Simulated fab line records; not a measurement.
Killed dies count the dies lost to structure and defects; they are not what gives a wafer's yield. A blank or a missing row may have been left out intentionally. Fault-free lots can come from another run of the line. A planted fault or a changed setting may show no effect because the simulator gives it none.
Comparing a struck lot with a sound one | flow gf180mcu | 15 steps out of a route of 602
Sound: wafers L657.3, L657.4, L657.5. Wafers struck: L665.2, L665.3, L665.6. The cause is given at the end.
Per side, at each step with rows, come the tool, then ch with its chambers, and then its first start. Under that, the readings that differ: sound wafers | struck wafers | difference of the means | sigmas: that difference in standard deviations of wafers without a fault.
alike: same words and numbers on both sides, and readings whose means sit less than 2 such deviations apart. not compared: any withheld reading, any reading some wafer has no value for, any bound like >300 that may hide the same value, and any number with overlapping values for which the record gives no deviation.
Wherever a step has rows on one side only, a row that says differs or no value, or a row with sigmas, the two part there. Numbers that have no deviation but don't overlap get no sigmas and don't part them. A reading missing from all wafers of one side parts the sides only when that side holds two or more wafers.

first, 4 steps without rows for these wafers: GF_V1_SOFTBAKE_10 (time 60 s); GF_V1_EXPOSE_11 (exposes mask Via1, target cd 260 nm); GF_V1_PEB_12 (peb time 90 s); GF_V1_DEVELOP_13 (develop time 60 s).
GF_V1_CD_MEAS_14: target cd 260 nm.
  sound on cd-sem-02 at day 18 19:41; struck on cd-sem-02 at day 21 23:52
  alike: cd-nm
GF_V1_OVL_MEAS_15:
  sound on overlay-01 at day 18 19:47; struck on overlay-02 at day 21 23:58
  reading     | sound       | struck | difference | sigmas
  V1_OVL (nm) | -11 -18 -10 | -4 6 1 | +14        | +3
GF_V1_ETCH_16: etches BARC in N2/H2.
  sound on rie-diel-04 ch 0,3, day 18 19:49; struck on rie-diel-04 ch 0,1,3, day 21 23:59
  alike: drypump-motor-current-A, h2-flow-sccm, n2-flow-sccm, oes-product-au, throttle-valve-pct
GF_V1_ETCH_17: etches SiO2 in C4F8/O2/Ar, stops on TiN, target depth 630 nm.
  sound: rie-diel-04 ch 0,3; struck: rie-diel-04 ch 0,1,3
  alike: oes-product-au
GF_V1_STRIP_18: strips in O2/N2.
  sound on plasma-asher-01 ch 0,1, day 18 19:58; struck on plasma-asher-01 ch 0,1, day 22 00:07
  alike: drypump-motor-current-A, heater-power-w, n2-flow-sccm, oes-product-au
  not compared: rf-hours-counter-h
then, 2 steps without rows for these wafers: GF_V1_STRIP_19 (strips in post etch residue remover, time 1200 s); GF_V1_CLEAN_20 (cleans in DIW).
GF_V1_SPUTTER_21: material Ti, target thk 15 nm, time 77.94 s.
  sound on pvd-sputter-02 at day 18 20:29; struck on pvd-sputter-02 at day 22 00:39
  alike: cathode-dc-power-W, throttle-valve-pct
GF_V1_SPUTTER_22: material TiN, target thk 10 nm, time 40 s.
  sound on pvd-sputter-02 at day 18 20:32; struck on pvd-sputter-02 at day 22 00:43
  reading                                | sound             | struck            | difference | sigmas
  model.TiN_of_V1_SPUTTER_22.thk-nm (nm) | 10.02 10.14 10.08 | 18.06 18.34 18.18 | +8.11      |
  alike: cathode-dc-power-W, throttle-valve-pct
GF_V1_CVD_23: deposits W, target thk 350 nm, time 105.05 s.
  sound on cvd-w-02 ch 0,1, day 18 20:37; struck on cvd-w-01 ch 1, day 22 00:45
  alike: heater-power-w
GF_PASSIVATION_PROBE_99:
  the record holds rows for the sound wafers here (prober-02, day 29 16:17) but none for the struck ones

WHERE THEY PART
At GF_V1_OVL_MEAS_15 first; at GF_PASSIVATION_PROBE_99 last (within this record only).

WHY: what had been put in by the simulator
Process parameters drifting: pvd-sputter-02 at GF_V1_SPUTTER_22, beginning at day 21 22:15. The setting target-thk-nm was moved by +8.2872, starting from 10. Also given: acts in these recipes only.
